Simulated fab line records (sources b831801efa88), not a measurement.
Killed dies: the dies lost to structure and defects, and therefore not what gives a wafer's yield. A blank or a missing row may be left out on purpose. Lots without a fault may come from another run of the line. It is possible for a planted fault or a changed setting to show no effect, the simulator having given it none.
Which of the tools did it? / flow sky130 / route of 708 steps, sampled at 1 step: 7 lots, 21 wafers

## WHAT THE GAUGES SHOWED, per wafer
SKY_CONTACT_THK_MEAS_01.
lot=L430; measured=day 31 01:55; on=film_metro-03; CONTACT_CVD_00_THK (nm)=76.0 76.4 76.0
lot=L435; measured=day 32 23:08; on=film_metro-01; CONTACT_CVD_00_THK (nm)=74.3 74.4 74.8
lot=L438; measured=day 34 02:16; on=film_metro-01; CONTACT_CVD_00_THK (nm)=73.9 74.8 74.5
lot=L440; measured=day 34 20:35; on=film_metro-01; CONTACT_CVD_00_THK (nm)=75.0 75.5 75.8
lot=L445; measured=day 36 05:48; on=film_metro-03; CONTACT_CVD_00_THK (nm)=74.1 74.9 76.5
lot=L450; measured=day 37 10:04; on=film_metro-02; CONTACT_CVD_00_THK (nm)=73.7 74.8 75.2
lot=L452; measured=day 38 06:43; on=film_metro-03; CONTACT_CVD_00_THK (nm)=75.7 77.3 76.6

## WHAT TOOL EACH LOT RAN ON (gives the tool, then ch and the chambers of the sampled wafers, and finally the start)
The record holds no process step before these readings.

## THE ANSWER, worked out from the rows above alone
Rule: what is usual is taken from the lots themselves. The widest of any qualifying gaps counts: lots, ordered by their means at a reading, are off when they make up no more than a third of the lots, leave a main group of 4 or more, and stand apart from it by 3 or more times the standard deviation of that group's means. A main group whose means are all the same, to the digits that the tables above print for the reading, isn't used. A lot without any number at a reading at which 4 lots or more have one is off too. Where the step has rows for the other lots, those lots are counted as sound.
Nothing can be told from this: no lot is off at any reading shown.

## WHAT WAS PUT IN BY THE SIMULATOR
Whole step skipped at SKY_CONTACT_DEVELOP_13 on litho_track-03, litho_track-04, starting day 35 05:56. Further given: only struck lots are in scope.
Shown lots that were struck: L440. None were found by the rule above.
